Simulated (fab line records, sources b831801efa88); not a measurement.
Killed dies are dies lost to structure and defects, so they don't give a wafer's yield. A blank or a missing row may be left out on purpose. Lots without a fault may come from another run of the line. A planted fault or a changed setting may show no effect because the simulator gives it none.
Chamber matching | flow gf180mcu | GF_V3_CMP_04 on cmp-01: 4 sister chambers
The step polishes SiO2. 16 wafers are shown with their chamber, then 8 later ones without.

WAFERS WITH THEIR CHAMBER
wafer  | chamber | motor_current_A (A) | time_to_endpoint_s (s) | platen_rpm (rpm)
L972.2 | 0       | 11.4                | 78                     | 60.01
L972.3 | 3       | 14.9                | 80                     | 59.94
L972.5 | 1       | 11.2                | 83                     | 60.07
L977.1 | 1       | 11.5                | 74                     | 60.01
L977.2 | 0       | 11.8                | 78                     | 59.94
L977.3 | 3       | 13.5                | 70                     | 59.96
L976.1 | 1       | 10.5                | 76                     | 59.99
L976.2 | 3       | 14.1                | 77                     | 60.02
L976.4 | 2       | 11.5                | 83                     | 60.05
L980.1 | 3       | 13.9                | 74                     | 60.03
L980.2 | 1       | 11.6                | 69                     | 59.99
L980.4 | 2       | 11.8                | 79                     | 60.02
L982.2 | 3       | 14.6                | 74                     | 59.96
L982.5 | 2       | 12.2                | 81                     | 59.97
L982.6 | 1       | 12.0                | 77                     | 59.99
L983.1 | 2       | 11.9                | 84                     | 60.06

SIGNATURES (means of the wafers above)
reading            | chamber 0 | chamber 1 | chamber 2 | chamber 3 | scatter within a chamber
motor_current_A    | 11.600    | 11.360    | 11.850    | 14.200    | 0.485
time_to_endpoint_s | 78.00     | 75.80     | 81.75     | 75.00     | 3.8
platen_rpm         | 59.9750   | 60.0100   | 60.0250   | 59.9820   | 0.0394
Rule: a wafer's distance from a chamber is the root of the sum, over the readings, of the square of ((its reading less the chamber's mean) divided by the reading's scatter). The wafer belongs to the nearest chamber; if the next one is less than 2 further off, it can't be placed. The scatter: the root of (the sum of the squares of (reading less its chamber's mean) over the shown wafers, divided by (wafers less chambers)).

WAFERS WITHOUT THEIR CHAMBER
wafer  | motor_current_A (A) | time_to_endpoint_s (s) | platen_rpm (rpm)
L983.2 | 11.6                | 79                     | 60.02
L983.6 | 12.1                | 91                     | 60.00
L985.2 | 14.3                | 76                     | 60.00
L985.4 | 11.8                | 91                     | 60.04
L985.5 | 10.8                | 86                     | 60.10
L988.1 | 11.8                | 79                     | 59.96
L988.3 | 14.2                | 77                     | 59.99
L988.5 | 11.6                | 86                     | 60.03

WHICH CHAMBER EACH WENT THROUGH
wafer  | from the rows above          | in truth
L983.2 | can't be placed: 2 or 1 or 0 | 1
L983.6 | can't be placed: 2 or 0 or 1 | 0
L985.2 | 3                            | 3
L985.4 | can't be placed: 2 or 0 or 1 | 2
L985.5 | can't be placed: 2 or 1 or 0 | 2
L988.1 | can't be placed: 0 or 1 or 2 | 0
L988.3 | 3                            | 3
L988.5 | can't be placed: 2 or 0 or 1 | 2
Placed correctly: 2 of 8. Can't be placed from these rows: 6 (the true chamber is among the candidates in 6). Placed wrongly: 0.
